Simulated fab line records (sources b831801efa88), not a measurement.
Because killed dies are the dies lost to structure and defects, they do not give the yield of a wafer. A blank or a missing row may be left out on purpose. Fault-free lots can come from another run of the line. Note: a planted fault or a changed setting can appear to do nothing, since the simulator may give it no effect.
8D (eight disciplines) problem report, filled in by code :: flow gf180mcu :: the parts of the form that need people (team, actions taken, sign-off) are left out

## 1. THE ISSUE
Wafers without a fault read 596.8 W, standard deviation 2; rfFwdPowerW at GF_STI_ETCH_14 reads a mean of 502.3 W on 6 wafers belonging to 2 lots. Measured from the usual mean, that is -47 standard deviations.
The step: etches Si in HBr/Cl2/O2, target depth 360 nm, time 102.9 s.
Earliest sighting: wafer L108.1 on rieSi-01 at day 2 17:20. The record has a number at this step for 39 wafers belonging to 13 lots. Rule for "out" (also "out of limits"): further than 4 standard deviations from the usual mean. The other wafers with a number count as sound.

## 2. WHAT IT IS, WHAT IT ISN'T
question: which readings at this step
is: rfFwdPowerW
is not: O2_flow_sccm, drypumpMotorCurrentA

question: which lots
is: L108, L109
is not: L105, L106, L107, L118, L122, L123, L124, L125, L126, L127, L128

question: which wafers of those lots
is: all that have a number
is not: -

question: read on which tools
is: rieSi-01
is not: rieSi-02

question: when
is: from day 2 17:20
is not: up to then (9 sound wafers); but 24 sound wafers of L118, L122, L123, L124, L125, L126, L127, L128 came after

## 3. SUSPECTS, AND WHAT RULES EACH OUT
Counting: a tool at any process step up to the reading remains a suspect when it ran all the lots that are out and ran no sound lot after the first of those.
- rieSi-01 at GF_STI_ETCH_14 (etches Si in HBr/Cl2/O2, target depth 360 nm, time 102.9 s): ruled out as a lasting fault. Following L108 (day 2 17:20), the first lot on it that is out, the sound lots L122, L123 were run on it.
Left after counting: nothing in the record.

## 4. THE CAUSE (what the simulator had put in)
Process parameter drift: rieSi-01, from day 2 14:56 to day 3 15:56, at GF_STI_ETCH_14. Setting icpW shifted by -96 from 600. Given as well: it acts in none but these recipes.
Counting ruled it out, wrongly.

## 5. THE EFFECT CHAIN, in route order
One row per reading whose mean, taken over the struck wafers that have a number, lies over 3 standard deviations from the usual. Only readings whose record carries a usual standard deviation are examined. hours: median over the lots of the time between each lot's start at the first step of this table that gives one and its start at this step. sigmas: the change, counted in usual standard deviations.
hours: 0
step: GF_STI_ETCH_14
reading: oesProductAu
usual: 1.000 a.u.
on struck wafers: 0.948
change: -0.052
sigmas: -4.8

hours: 0
step: GF_STI_ETCH_14
reading: rfFwdPowerW
usual: 596.8 W
on struck wafers: 502.3
change: -94.5
sigmas: -47
Its process steps:
- GF_STI_ETCH_14: etches Si in HBr/Cl2/O2, target depth 360 nm, time 102.9 s.
At these later measuring or inspecting steps, every struck wafer for which the step has a row has a number for every such reading, and none has moved that far: GF_STI_THK_MEAS_22, GF_STI_THK_MEAS_24, GF_VT_IMPLANT_TW_MEAS_21.

## 6. WHAT WOULD HAVE CAUGHT IT SOONER
2 hours passed between the start of the fault at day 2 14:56 and the first reading out of limits in this record, taken at day 2 17:20.
